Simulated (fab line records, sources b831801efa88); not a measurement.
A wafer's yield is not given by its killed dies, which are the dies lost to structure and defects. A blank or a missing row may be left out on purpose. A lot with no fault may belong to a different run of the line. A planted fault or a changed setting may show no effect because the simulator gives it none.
Matching of chambers | flow sky130 | SKY_VIA2_CMP_24 on cmp-02: 4 sister chambers
The step polishes, stops on SiO2, t overpolish 20 s, target thk 0 nm. 8 wafers are shown with their chamber, then 7 later ones without.

WAFERS, EACH WITH ITS CHAMBER
wafer  | chamber | motor-current-A (A) | time-to-endpoint-s (s)
L332.5 | 0       | 10.0                | 99
L335.1 | 0       | 10.0                | 101
L335.2 | 2       | 11.2                | 107
L335.3 | 3       | 9.6                 | 106
L337.2 | 2       | 11.4                | 107
L337.5 | 1       | 13.3                | 104
L342.1 | 1       | 13.8                | 102
L342.4 | 3       | 9.4                 | 102

WAFERS MISSING THEIR CHAMBER
wafer  | motor-current-A (A) | time-to-endpoint-s (s)
L342.6 | 10.8                | 103
L353.3 | 14.0                | 99
L353.4 | 10.3                | 97
L353.5 | 9.5                 | 103
L354.1 | 10.1                | 104
L354.3 | 12.1                | 104
L354.4 | 13.9                | 100

CHAMBER TAKEN BY EACH
wafer  | from the rows above     | in truth
L342.6 | can't be placed: 2 or 0 | 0
L353.3 | 1                       | 1
L353.4 | 0                       | 0
L353.5 | 3                       | 3
L354.1 | can't be placed: 0 or 3 | 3
L354.3 | 2                       | 2
L354.4 | 1                       | 1
Placed correctly: 5 of 7. Unplaceable from these rows: 2, with the true chamber sitting among the candidates in 2. Placed wrongly: 0.
How it was worked out, from the rows above alone: a wafer's distance from a chamber is the root of the sum, over the readings, of the square of ((its reading less the chamber's mean) divided by the reading's scatter). If the next closest chamber is less than 2 further off than the closest, the wafer can't be placed; otherwise it belongs to the closest. For every chamber, the mean is computed from those of its wafers that are shown. The scatter is the square root of a quotient: the sum, over the shown wafers, of each reading's squared deviation from its chamber's mean, divided by wafers minus chambers.
